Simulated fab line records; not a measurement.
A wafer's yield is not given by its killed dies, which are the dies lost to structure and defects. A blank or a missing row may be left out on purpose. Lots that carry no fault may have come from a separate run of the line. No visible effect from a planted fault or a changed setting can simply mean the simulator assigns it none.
fab line records    flow sky130
record lots=24  wafers=72  last-day=50
route steps=708 shown LOCAL_INTERCONNECT@389 METAL3@566 VIA3@585 VIA4@658 PASSIVATION@681
lots with no fault: from the same line, run without faults
start-h: start of the lot's first displayed wafer, in hours after the record's first day    wait-h: hours from the lot's prior step to this one    " the same as in the row above    L1.1+2: several wafers, shown together as one row    - no value present, or no start provided    * or withheld: withheld    < > ~ a bound
route shown NAME@n: a module of which the file shows steps, and the number in the route of the first    usual: mean and standard deviation over wafers with no fault    same: alike in all rows    chamber/n: place in a boat    sites: each site's reading    _std_site: standard deviation of those values    _edge_site: the outer-site mean with the inner-site mean subtracted    radius-mm: for every site, how far away it sits from the centre of the wafer    mask NAME#n: copy n    behind: the tool/chamber that last shaped the wafer    hold: why the lot went on hold/how many hours it stayed there/how the hold came to an end    device: the n, p or np transistor that did not switch    end of line: tests run on the same wafers once the route is complete    where a step has no rows: the recipe by itself    killed: dies that structure and defects cost at the first sort, which is not the same as the wafer's yield    map: dies across one wafer; x = killed, . = not, _ = none there
set.NAME: the setting as run; set.NAME@STEP: as run at that earlier step    model.NAME: the simulator's own value behind a step, which no gauge read
one table for each step of the route and one row for each wafer, over a sample of lots
services: the hour from which a tool's chamber was out of use, counted from the record's first day as start-h (under 0 if before that day), plus the number of hours and why
## steps
# step SKY_LOCAL_INTERCONNECT_THK_MEAS_02
# recipe thk-meas-gauge=xrf  reads=TiN_of_LOCAL_INTERCONNECT_SPUTTER_00
# usual LOCAL_INTERCONNECT_TIN_THK=99.8/1.6
lot.wafer  tool           chamber  start-h  wait-h  LOCAL_INTERCONNECT_TIN_THK[nm]
L075.2     film-metro-03  -        687.07   0.1     100.2
L075.3     "              -        "        "       100.9
L075.6     "              -        "        "       101.5
L074.1     film-metro-01  -        689.67   0.1     99.2
L074.2     "              -        "        "       98.8
L074.5     "              -        "        "       99.1
L077.1     film-metro-01  -        701.79   0.1     97.8
L077.2     "              -        "        "       97.5
L077.3     "              -        "        "       97.7
L076.1     film-metro-04  -        705.42   0.1     99.0
L076.2     "              -        "        "       99.0
L076.6     "              -        "        "       98.7
L078.2     film-metro-03  -        712.43   0.1     101.2
L078.4     "              -        "        "       101.2
L078.5     "              -        "        "       101.3
L079.2     film-metro-03  -        729.92   0.1     100.0
L079.3     "              -        "        "       97.5
L079.5     "              -        "        "       99.6
L081.2     film-metro-01  -        736.27   0.1     101.0
L081.4     "              -        "        "       100.0
L081.5     "              -        "        "       99.8
L080.3     film-metro-03  -        739.18   0.1     100.1
L080.4     "              -        "        "       100.0
L080.5     "              -        "        "       99.5
L082.3     film-metro-01  -        745.98   0.1     99.5
L082.4     "              -        "        "       99.6
L082.6     "              -        "        "       100.3
L083.1     film-metro-04  -        754.37   0.1     97.9
L083.2     "              -        "        "       97.4
L083.6     "              -        "        "       98.2
L084.1     film-metro-03  -        760.11   0.1     99.3
L084.4     "              -        "        "       101.2
L084.6     "              -        "        "       99.1
L085.4     film-metro-03  -        763.87   0.1     100.2
L085.5     "              -        "        "       100.3
L085.6     "              -        "        "       99.8
L086.2     film-metro-03  -        777.45   0.1     103.8
L086.4     "              -        "        "       102.6
L086.5     "              -        "        "       102.1
L087.1     film-metro-01  -        785.76   0.1     100.3
L087.2     "              -        "        "       100.7
L087.4     "              -        "        "       98.7
L088.1     film-metro-01  -        798.13   0.1     96.6
L088.3     "              -        "        "       97.7
L088.5     "              -        "        "       96.7
L089.1     film-metro-04  -        799.14   0.1     98.1
L089.4     "              -        "        "       97.6
L089.6     "              -        "        "       97.1
L090.3     film-metro-03  -        805.54   0.1     101.0
L090.4     "              -        "        "       102.1
L090.5     "              -        "        "       101.3
L091.4     film-metro-03  -        809.77   0.1     102.8
L091.5     "              -        "        "       102.9
L091.6     "              -        "        "       103.9
L092.3     film-metro-03  -        812.24   0.1     98.6
L092.4     "              -        "        "       100.1
L092.6     "              -        "        "       99.5
L093.1     film-metro-01  -        821.98   0.1     101.3
L093.4     "              -        "        "       101.3
L093.5     "              -        "        "       100.6
L094.3     film-metro-03  -        827.86   0.1     99.7
L094.5     "              -        "        "       99.1
L094.6     "              -        "        "       100.2
L095.3     film-metro-04  -        831.58   0.1     97.9
L095.4     "              -        "        "       99.0
L095.5     "              -        "        "       99.1
L096.1     film-metro-03  -        837.38   0.1     100.4
L096.3     "              -        "        "       99.0
L096.4     "              -        "        "       99.7
L097.1     film-metro-04  -        848.00   0.1     100.1
L097.2     "              -        "        "       99.6
L097.3     "              -        "        "       98.7
# step SKY_METAL3_ETCH_16
# recipe chemistry=N2/H2  target=BARC  ion-energy-ev=200  bias-w=100  pressure-mtorr=30  n2-flow-sccm=100  h2-flow-sccm=200  icp-w=500  stop-on=SiO2  time-s=88.2  target-depth-a=600
# usual bias-w=100.0/0.34  drypump-motor-current-A=5.8/0.62  oes-product-au=0.625/0.0049  throttle-valve-pct=13.204/0.0079
lot.wafer  tool          chamber  start-h  wait-h  bias-w  drypump-motor-current-A  oes-product-au  rf-hours-counter-h  throttle-valve-pct
L075.2     rie-metal-02  1        909.05   0.0     100.0   5.7                      0.614           7                   13.208
L075.3     "             0        "        "       99.6    6.7                      0.633           -                   13.203
L075.6     "             0        "        "       100.3   6.8                      0.623           -                   13.201
L074.1     rie-metal-01  0        909.93   0.0     99.3    5.7                      0.629           7                   13.214
L074.2     "             1        "        "       100.4   5.8                      0.623           6                   13.191
L074.5     "             1        "        "       100.1   5.9                      0.629           -                   13.200
L077.1     rie-metal-01  0        921.90   0.0     100.6   5.7                      0.627           7                   13.196
L077.2     "             1        "        "       99.9    5.9                      0.619           6                   13.213
L077.3     "             0        "        "       100.7   5.7                      0.628           -                   13.200
L076.1     rie-metal-01  1        924.03   0.0     99.7    5.9                      0.617           6                   13.201
L076.2     "             0        "        "       100.1   5.7                      0.626           8                   13.196
L076.6     "             0        "        "       100.0   5.7                      0.618           -                   13.215
L078.2     rie-metal-04  0        930.53   0.0     99.8    4.8                      0.634           3                   13.213
L078.4     "             0        "        "       100.2   4.8                      0.619           -                   13.209
L078.5     "             0        "        "       99.6    4.8                      0.626           -                   13.201
L079.2     rie-metal-04  0        946.50   0.0     99.8    4.8                      0.621           4                   13.204
L079.3     "             0        "        "       99.9    4.8                      0.627           -                   13.196
L079.5     "             0        "        "       100.0   4.8                      0.633           -                   13.206
L081.2     rie-metal-01  0        950.65   0.0     99.2    5.7                      0.627           9                   13.218
L081.4     "             1        "        "       100.1   5.9                      0.628           -                   13.203
L081.5     "             1        "        "       100.4   5.9                      0.621           -                   13.210
L080.3     rie-metal-02  0        954.79   0.0     100.8   6.7                      0.626           -                   13.203
L080.4     "             1        "        "       100.2   5.8                      0.625           -                   13.214
L080.5     "             0        "        "       100.1   6.7                      0.633           -                   13.214
L082.3     rie-metal-04  0        959.64   0.0     100.9   4.8                      0.631           -                   13.193
L082.4     "             1        "        "       99.8    6.5                      0.624           -                   13.199
L082.6     "             1        "        "       100.4   6.5                      0.628           -                   13.204
L083.1     rie-metal-02  0        968.40   0.0     99.6    6.7                      0.630           17                  13.222
L083.2     "             1        "        "       99.6    5.7                      0.620           11                  13.206
L083.6     "             0        "        "       100.2   6.7                      0.618           -                   13.198
L084.1     rie-metal-04  1        975.08   0.0     100.2   6.5                      0.622           8                   13.211
L084.4     "             1        "        "       100.3   6.5                      0.623           -                   13.206
L084.6     "             1        "        "       100.0   6.5                      0.626           -                   13.209
L085.4     rie-metal-01  1        975.69   0.0     100.3   5.9                      0.625           -                   13.207
L085.5     "             1        "        "       100.4   5.9                      0.618           -                   13.212
L085.6     "             0        "        "       100.7   5.7                      0.628           -                   13.204
L086.2     rie-metal-02  1        989.95   0.0     100.0   5.8                      0.631           12                  13.203
L086.4     "             1        "        "       99.8    5.8                      0.623           -                   13.207
L086.5     "             1        "        "       99.5    5.8                      0.625           -                   13.215
L087.1     rie-metal-01  0        997.35   0.0     99.9    5.7                      0.631           12                  13.203
L087.2     "             1        "        "       100.9   5.9                      0.624           10                  13.208
L087.4     "             1        "        "       99.6    5.9                      0.622           -                   13.203
L088.1     rie-metal-04  0        1007.75  0.0     99.9    4.8                      0.630           7                   13.203
L088.3     "             0        "        "       100.1   4.8                      0.628           -                   13.207
L088.5     "             0        "        "       100.0   4.8                      0.627           -                   13.200
L089.1     rie-metal-04  1        1009.25  0.0     100.1   6.5                      0.628           10                  13.215
L089.4     "             0        "        "       100.2   4.8                      0.631           -                   13.197
L089.6     "             1        "        "       99.9    6.5                      0.628           -                   13.217
L090.3     rie-metal-04  1        1016.79  0.0     99.9    6.5                      0.624           -                   13.203
L090.4     "             0        "        "       99.9    4.8                      0.617           -                   13.193
L090.5     "             0        "        "       99.8    4.8                      0.623           -                   13.203
L091.4     rie-metal-04  1        1020.99  0.0     99.9    6.5                      0.623           -                   13.216
L091.5     "             1        "        "       99.7    6.5                      0.623           -                   13.202
L091.6     "             0        "        "       99.4    4.8                      0.628           -                   13.206
L092.3     rie-metal-01  1        1021.61  0.0     99.7    5.9                      0.628           -                   13.196
L092.4     "             0        "        "       100.2   5.7                      0.625           -                   13.214
L092.6     "             1        "        "       100.2   5.9                      0.628           -                   13.199
L093.1     rie-metal-02  1        1030.00  0.0     100.1   5.7                      0.635           14                  13.217
L093.4     "             1        "        "       99.7    5.7                      0.628           -                   13.208
L093.5     "             1        "        "       100.0   5.7                      0.615           -                   13.213
L094.3     rie-metal-01  0        1032.54  0.0     100.3   5.7                      0.624           -                   13.196
L094.5     "             1        "        "       100.8   5.9                      0.619           -                   13.202
L094.6     "             0        "        "       99.8    5.7                      0.629           -                   13.198
L095.3     rie-metal-01  1        1036.48  0.0     99.7    5.9                      0.623           -                   13.200
L095.4     "             0        "        "       100.2   5.7                      0.621           -                   13.204
L095.5     "             1        "        "       99.6    5.9                      0.621           -                   13.198
L096.1     rie-metal-04  1        1043.35  0.0     100.6   6.5                      0.624           12                  13.207
L096.3     "             1        "        "       100.7   6.5                      0.625           -                   13.205
L096.4     "             0        "        "       100.2   4.8                      0.628           -                   13.199
L097.1     rie-metal-02  1        1053.60  0.0     100.0   5.8                      0.633           16                  13.197
L097.2     "             0        "        "       100.5   6.7                      0.617           22                  13.202
L097.3     "             0        "        "       100.0   6.7                      0.622           -                   13.214
# step SKY_VIA3_CD_MEAS_12
# recipe target-cd-nm=200
# usual cd-nm=199.8/1.6
lot.wafer  tool       chamber  start-h  wait-h  cd-nm
L075.2     cd-sem-02  -        934.99   -       199.8
L075.3     "          -        "        "       200.1
L075.6     "          -        "        "       199.2
L074.1     cd-sem-01  -        935.92   -       201.4
L074.2     "          -        "        "       201.3
L074.5     "          -        "        "       201.3
L077.1     cd-sem-01  -        947.97   -       199.9
L077.2     "          -        "        "       198.6
L077.3     "          -        "        "       200.6
L076.1     cd-sem-02  -        949.87   -       204.0
L076.2     "          -        "        "       203.8
L076.6     "          -        "        "       203.5
L078.2     cd-sem-01  -        956.14   -       199.4
L078.4     "          -        "        "       199.1
L078.5     "          -        "        "       198.6
L079.2     cd-sem-02  -        972.51   -       198.8
L079.3     "          -        "        "       198.7
L079.5     "          -        "        "       198.9
L081.2     cd-sem-01  -        976.49   -       200.4
L081.4     "          -        "        "       202.0
L081.5     "          -        "        "       198.8
L080.3     cd-sem-02  -        980.73   -       198.6
L080.4     "          -        "        "       198.2
L080.5     "          -        "        "       198.7
L082.3     cd-sem-02  -        985.11   -       199.2
L082.4     "          -        "        "       200.3
L082.6     "          -        "        "       198.0
L083.1     cd-sem-02  -        993.42   -       202.4
L083.2     "          -        "        "       203.4
L083.6     "          -        "        "       203.4
L084.1     cd-sem-02  -        999.82   -       199.3
L084.4     "          -        "        "       199.2
L084.6     "          -        "        "       198.3
L085.4     cd-sem-02  -        1000.53  -       201.9
L085.5     "          -        "        "       201.8
L085.6     "          -        "        "       200.4
L086.2     cd-sem-02  -        1014.46  -       201.0
L086.4     "          -        "        "       200.3
L086.5     "          -        "        "       201.4
L087.1     cd-sem-02  -        1022.54  -       199.9
L087.2     "          -        "        "       201.2
L087.4     "          -        "        "       201.6
L088.1     cd-sem-02  -        1032.17  -       198.9
L088.3     "          -        "        "       199.0
L088.5     "          -        "        "       199.8
L089.1     cd-sem-02  -        1033.67  -       200.2
L089.4     "          -        "        "       198.1
L089.6     "          -        "        "       197.3
L090.3     cd-sem-01  -        1041.71  -       197.3
L090.4     "          -        "        "       196.4
L090.5     "          -        "        "       197.8
L091.4     cd-sem-02  -        1045.63  -       200.7
L091.5     "          -        "        "       200.7
L091.6     "          -        "        "       198.9
L092.3     cd-sem-01  -        1046.61  -       198.3
L092.4     "          -        "        "       198.1
L092.6     "          -        "        "       198.4
L093.1     cd-sem-01  -        1054.67  -       200.2
L093.4     "          -        "        "       199.3
L093.5     "          -        "        "       200.7
L094.3     cd-sem-01  -        1056.91  -       197.6
L094.5     "          -        "        "       199.0
L094.6     "          -        "        "       197.7
L095.3     cd-sem-02  -        1060.71  -       200.2
L095.4     "          -        "        "       200.4
L095.5     "          -        "        "       200.2
L096.1     cd-sem-01  -        1067.17  -       197.0
L096.3     "          -        "        "       197.2
L096.4     "          -        "        "       196.5
L097.1     cd-sem-01  -        1076.37  -       200.2
L097.2     "          -        "        "       201.4
L097.3     "          -        "        "       201.7
# step SKY_VIA4_RS_MEAS_19
# recipe thk-meas-gauge=four-point-probe  reads=W_of_VIA4_CVD_18+TiN_of_VIA4_SPUTTER_17
# usual VIA4_W_RS=0.2281/0.0029
lot.wafer  tool           chamber  start-h  wait-h  VIA4_W_RS[ohm/sq]
L075.2     film-metro-04  -        1011.98  0.1     0.2234
L075.3     "              -        "        "       0.2220
L075.6     "              -        "        "       0.2236
L074.1     film-metro-04  -        1012.64  0.1     0.2266
L074.2     "              -        "        "       0.2270
L074.5     "              -        "        "       0.2272
L077.1     film-metro-03  -        1025.33  0.1     0.2251
L077.2     "              -        "        "       0.2262
L077.3     "              -        "        "       0.2257
L076.1     film-metro-02  -        1026.57  0.1     0.2286
L076.2     "              -        "        "       0.2269
L076.6     "              -        "        "       0.2278
L078.2     film-metro-03  -        1031.92  0.1     0.2318
L078.4     "              -        "        "       0.2304
L078.5     "              -        "        "       0.2304
L079.2     film-metro-03  -        1048.75  0.1     0.2263
L079.3     "              -        "        "       0.2286
L079.5     "              -        "        "       0.2273
L081.2     film-metro-03  -        1051.44  0.1     0.2278
L081.4     "              -        "        "       0.2259
L081.5     "              -        "        "       0.2261
L080.3     film-metro-04  -        1054.54  0.1     0.2283
L080.4     "              -        "        "       0.2296
L080.5     "              -        "        "       0.2280
L082.3     film-metro-04  -        1060.15  0.1     0.2336
L082.4     "              -        "        "       0.2341
L082.6     "              -        "        "       0.2365
L083.1     film-metro-03  -        1066.78  0.1     0.2309
L083.2     "              -        "        "       0.2306
L083.6     "              -        "        "       0.2290
L084.1     film-metro-03  -        1072.92  0.1     0.2302
L084.4     "              -        "        "       0.2345
L084.6     "              -        "        "       0.2307
L085.4     film-metro-03  -        1074.28  0.1     0.2302
L085.5     "              -        "        "       0.2269
L085.6     "              -        "        "       0.2296
L086.2     film-metro-04  -        1086.56  0.1     0.2321
L086.4     "              -        "        "       0.2324
L086.5     "              -        "        "       0.2311
L087.1     film-metro-04  -        1094.39  0.1     0.2243
L087.2     "              -        "        "       0.2243
L087.4     "              -        "        "       0.2248
L088.1     film-metro-03  -        1102.03  0.1     0.2251
L088.3     "              -        "        "       0.2261
L088.5     "              -        "        "       0.2277
L089.1     film-metro-03  -        1103.73  0.1     0.2301
L089.4     "              -        "        "       0.2294
L089.6     "              -        "        "       0.2270
L090.3     film-metro-03  -        1111.14  0.1     0.2295
L090.4     "              -        "        "       0.2276
L090.5     "              -        "        "       0.2304
L091.4     film-metro-02  -        1113.83  0.1     0.2223
L091.5     "              -        "        "       0.2260
L091.6     "              -        "        "       0.2256
L092.3     film-metro-04  -        1114.46  0.1     0.2232
L092.4     "              -        "        "       0.2254
L092.6     "              -        "        "       0.2251
L093.1     film-metro-03  -        1121.82  0.1     0.2268
L093.4     "              -        "        "       0.2281
L093.5     "              -        "        "       0.2280
L094.3     film-metro-04  -        1123.51  0.1     0.2316
L094.5     "              -        "        "       0.2296
L094.6     "              -        "        "       0.2310
L095.3     film-metro-03  -        1127.16  0.1     0.2300
L095.4     "              -        "        "       0.2282
L095.5     "              -        "        "       0.2300
L096.1     film-metro-03  -        1132.91  0.1     0.2268
L096.3     "              -        "        "       0.2261
L096.4     "              -        "        "       0.2272
L097.1     film-metro-02  -        1141.22  0.1     0.2261
L097.2     "              -        "        "       0.2260
L097.3     "              -        "        "       0.2288
# step SKY_PASSIVATION_CVD_00
# recipe material=SiO2  target-thk-nm=90  temp-c=400  time-s=withheld  rf-w=587.8
# usual heater-power-w=663/69
lot.wafer  tool      chamber  start-h  wait-h  heater-power-w
L075.2     pecvd-02  0        1037.13  0.0     758
L075.3     "         2        "        "       675
L075.6     "         2        "        "       526
L074.1     pecvd-03  0        1037.25  0.0     572
L074.2     "         1        "        "       654
L074.5     "         1        "        "       664
L077.1     pecvd-01  1        1049.86  0.0     644
L077.2     "         0        "        "       723
L077.3     "         2        "        "       603
L076.1     pecvd-01  2        1051.63  0.0     697
L076.2     "         0        "        "       696
L076.6     "         0        "        "       709
L078.2     pecvd-03  0        1056.13  0.0     578
L078.4     "         0        "        "       592
L078.5     "         2        "        "       645
L079.2     pecvd-03  1        1072.35  0.0     548
L079.3     "         2        "        "       636
L079.5     "         2        "        "       641
L081.2     pecvd-02  1        1074.53  0.0     820
L081.4     "         1        "        "       808
L081.5     "         0        "        "       704
L080.3     pecvd-01  1        1077.43  0.0     648
L080.4     "         0        "        "       718
L080.5     "         1        "        "       671
L082.3     pecvd-01  1        1082.50  0.0     620
L082.4     "         0        "        "       725
L082.6     "         1        "        "       624
L083.1     pecvd-01  2        1089.36  0.0     622
L083.2     "         1        "        "       692
L083.6     "         0        "        "       681
L084.1     pecvd-01  0        1095.03  0.0     704
L084.4     "         1        "        "       738
L084.6     "         2        "        "       698
L085.4     pecvd-01  2        1096.42  0.0     732
L085.5     "         1        "        "       680
L085.6     "         0        "        "       748
L086.2     pecvd-03  1        1108.24  0.0     579
L086.4     "         0        "        "       519
L086.5     "         1        "        "       612
L087.1     pecvd-01  0        1116.05  0.0     648
L087.2     "         0        "        "       645
L087.4     "         0        "        "       665
L088.1     pecvd-03  0        1123.29  0.0     605
L088.3     "         2        "        "       566
L088.5     "         2        "        "       556
L089.1     pecvd-01  1        1124.87  0.0     719
L089.4     "         1        "        "       720
L089.6     "         0        "        "       721
L090.3     pecvd-01  0        1132.37  0.0     744
L090.4     "         1        "        "       635
L090.5     "         1        "        "       670
L091.4     pecvd-03  0        1135.19  0.0     612
L091.5     "         2        "        "       629
L091.6     "         1        "        "       674
L092.3     pecvd-02  2        1135.52  0.0     573
L092.4     "         2        "        "       558
L092.6     "         1        "        "       783
L093.1     pecvd-03  1        1141.42  0.0     594
L093.4     "         1        "        "       601
L093.5     "         2        "        "       604
L094.3     pecvd-02  0        1143.88  0.0     676
L094.5     "         0        "        "       682
L094.6     "         1        "        "       749
L095.3     pecvd-01  0        1146.89  0.0     730
L095.4     "         2        "        "       706
L095.5     "         0        "        "       759
L096.1     pecvd-03  1        1153.34  0.0     663
L096.3     "         2        "        "       604
L096.4     "         0        "        "       582
L097.1     pecvd-02  0        1161.23  0.0     734
L097.2     "         2        "        "       670
L097.3     "         1        "        "       865
# step SKY_PASSIVATION_ETCH_11
# recipe chemistry=CF4/O2  target-depth-nm=725  stop-on=AlCu  source-w=800  bias-w=150  pressure-mtorr=150  cf4-flow-sccm=80  O2_flow_sccm=10  time-s=161.1
# usual O2_flow_sccm=10.00/0.031  bias-w=150.1/0.5  drypump-motor-current-A=5.8/0.42  oes-product-au=0.974/0.0084  throttle-valve-pct=5.964/0.0089
lot.wafer  tool         chamber  start-h  wait-h  O2_flow_sccm  bias-w  drypump-motor-current-A  oes-product-au  rf-hours-counter-h  throttle-valve-pct
L075.2     rie-diel-03  2        1060.07  -       10.00         150.0   6.0                      0.969           14                  5.968
L075.3     "            3        "        "       9.98          149.9   6.0                      0.974           10                  5.962
L075.6     "            3        "        "       10.01         148.8   5.9                      0.977           -                   5.972
L074.1     rie-diel-01  0        1060.19  -       9.97          150.5   5.7                      0.972           4                   5.966
L074.2     "            1        "        "       9.98          150.1   6.3                      0.975           15                  5.959
L074.5     "            3        "        "       10.00         150.8   4.9                      0.975           -                   5.952
L077.1     rie-diel-03  2        1071.97  -       10.02         149.6   6.0                      0.968           14                  5.956
L077.2     "            3        "        "       9.99          150.1   5.9                      0.959           10                  5.959
L077.3     "            1        "        "       10.05         150.5   6.0                      0.970           0                   5.951
L076.1     rie-diel-03  1        1073.69  -       9.98          150.9   6.0                      0.984           0                   5.952
L076.2     "            0        "        "       10.09         149.6   6.4                      0.979           4                   5.960
L076.6     "            2        "        "       10.00         149.4   5.9                      0.970           -                   5.966
L078.2     rie-diel-03  0        1077.69  -       9.95          150.3   6.4                      0.980           4                   5.973
L078.4     "            3        "        "       9.96          150.5   6.0                      0.982           11                  5.969
L078.5     "            2        "        "       10.04         149.9   6.0                      0.986           -                   5.964
L079.2     rie-diel-01  0        1093.81  -       10.04         149.7   5.6                      0.969           5                   5.977
L079.3     "            3        "        "       10.03         150.6   4.9                      0.981           13                  5.966
L079.5     "            0        "        "       10.01         150.4   5.6                      0.986           -                   5.964
L081.2     rie-diel-01  0        1095.24  -       10.01         149.9   5.7                      0.968           5                   5.954
L081.4     "            1        "        "       10.01         149.9   6.3                      0.980           16                  5.971
L081.5     "            3        "        "       9.93          150.0   4.9                      0.984           -                   5.945
L080.3     rie-diel-02  3        1098.51  -       10.01         150.4   5.4                      0.964           10                  5.973
L080.4     "            2        "        "       10.00         150.4   5.8                      0.978           28                  5.960
L080.5     "            0        "        "       9.98          150.6   6.1                      0.985           -                   5.968
L082.3     rie-diel-01  1        1103.44  -       10.03         150.4   6.3                      0.973           16                  5.961
L082.4     "            3        "        "       10.00         150.2   4.9                      0.973           -                   5.965
L082.6     "            0        "        "       10.03         149.5   5.6                      0.985           -                   5.965
L083.1     rie-diel-03  0        1110.26  -       10.01         150.3   6.4                      0.981           5                   5.984
L083.2     "            3        "        "       9.98          149.7   6.0                      0.984           12                  5.979
L083.6     "            1        "        "       10.01         149.2   6.0                      0.974           -                   5.957
L084.1     rie-diel-02  2        1115.82  -       9.96          150.1   5.8                      0.966           29                  5.958
L084.4     "            0        "        "       10.00         149.9   6.0                      0.983           14                  5.971
L084.6     "            2        "        "       9.99          151.0   5.8                      0.965           -                   5.979
L085.4     rie-diel-01  0        1116.97  -       9.98          150.5   5.7                      0.975           6                   5.961
L085.5     "            3        "        "       9.97          149.8   4.9                      0.977           -                   5.970
L085.6     "            0        "        "       9.96          150.5   5.7                      0.969           -                   5.969
L086.2     rie-diel-02  1        1128.19  -       9.93          149.7   6.1                      0.973           19                  5.977
L086.4     "            0        "        "       9.96          150.5   6.0                      0.989           15                  5.972
L086.5     "            2        "        "       9.95          150.2   5.8                      0.980           -                   5.959
L087.1     rie-diel-01  0        1135.47  -       9.97          149.7   5.7                      0.964           6                   5.961
L087.2     "            2        "        "       10.01         150.5   5.5                      0.972           13                  5.953
L087.4     "            1        "        "       10.06         149.3   6.3                      0.971           17                  5.973
L088.1     rie-diel-03  3        1142.47  -       9.97          150.6   6.0                      0.975           13                  5.961
L088.3     "            1        "        "       10.05         150.1   5.9                      0.981           3                   5.967
L088.5     "            1        "        "       10.00         149.9   5.9                      0.978           -                   5.983
L089.1     rie-diel-02  1        1143.46  -       10.02         151.0   6.1                      0.963           20                  5.962
L089.4     "            2        "        "       10.06         150.0   5.8                      0.986           30                  5.957
L089.6     "            0        "        "       9.99          150.1   6.0                      0.980           -                   5.949
L090.3     rie-diel-02  2        1151.17  -       10.02         150.3   5.8                      0.971           30                  5.958
L090.4     "            0        "        "       10.01         149.0   6.0                      0.976           16                  5.968
L090.5     "            2        "        "       10.02         150.6   5.8                      0.977           -                   5.966
L091.4     rie-diel-02  0        1153.81  -       10.02         149.6   6.0                      0.973           16                  5.957
L091.5     "            1        "        "       9.99          150.2   6.2                      0.970           -                   5.968
L091.6     "            2        "        "       10.02         149.9   5.8                      0.966           -                   5.965
L092.3     rie-diel-01  2        1154.62  -       10.06         149.9   5.6                      0.971           14                  5.973
L092.4     "            0        "        "       9.95          150.0   5.6                      0.974           7                   5.966
L092.6     "            3        "        "       10.01         149.4   4.9                      0.967           -                   5.979
L093.1     rie-diel-03  2        1159.69  -       9.99          149.7   6.0                      0.963           17                  5.963
L093.4     "            0        "        "       9.97          149.2   6.4                      0.989           7                   5.966
L093.5     "            1        "        "       10.00         149.3   6.0                      0.983           -                   5.979
L094.3     rie-diel-01  2        1162.39  -       10.00         150.2   5.6                      0.981           14                  5.977
L094.5     "            3        "        "       10.01         151.1   4.9                      0.976           -                   5.954
L094.6     "            2        "        "       9.97          150.8   5.6                      0.994           -                   5.964
L095.3     rie-diel-02  3        1164.72  -       10.03         149.9   5.4                      0.958           13                  5.964
L095.4     "            2        "        "       9.96          150.9   5.8                      0.977           31                  5.977
L095.5     "            1        "        "       10.00         150.4   6.1                      0.971           -                   5.964
L096.1     rie-diel-02  3        1170.96  -       9.98          150.4   5.5                      0.967           13                  5.959
L096.3     "            1        "        "       10.03         150.1   6.1                      0.963           21                  5.963
L096.4     "            2        "        "       9.98          150.2   5.8                      0.979           31                  5.960
L097.1     rie-diel-01  1        1178.79  -       9.99          149.1   6.3                      0.968           19                  5.968
L097.2     "            3        "        "       9.96          149.8   4.9                      0.967           16                  5.955
L097.3     "            2        "        "       9.99          150.7   5.5                      0.984           15                  5.977
## services
tool          chamber  start-h  hours  kind
rie-diel-03   3        896.14   11.1   repair
rie-diel-01   1        899.80   6.7    repair
rie-diel-02   -        903.82   2.1    repair
rie-diel-01   0        904.53   12.8   repair
rie-diel-01   3        906.50   4.0    repair
rie-diel-02   0        934.14   39.1   repair
rie-metal-01  1        957.15   4.1    repair
rie-diel-02   -        994.70   0.5    repair
rie-diel-01   -        996.84   0.4    repair
rie-diel-03   0        1001.50  4.9    repair
pecvd-01      -        1034.63  0.3    repair
pecvd-03      -        1063.64  2.8    pm
pecvd-03      -        1066.92  0.4    repair
rie-metal-04  0        1072.85  6.4    repair
rie-metal-01  -        1074.63  14.6   pm
pecvd-01      -        1086.01  0.8    repair
rie-diel-01   2        1099.52  9.9    repair
rie-diel-03   2        1104.24  13.3   repair
pecvd-01      2        1115.27  18.4   repair
rie-metal-04  -        1119.07  2.8    pm
pecvd-03      1        1121.83  7.4    repair
rie-diel-02   2        1140.81  2.5    repair
rie-metal-04  -        1151.20  1.4    pm
pecvd-03      -        1158.28  6.0    pm
## key
fault none
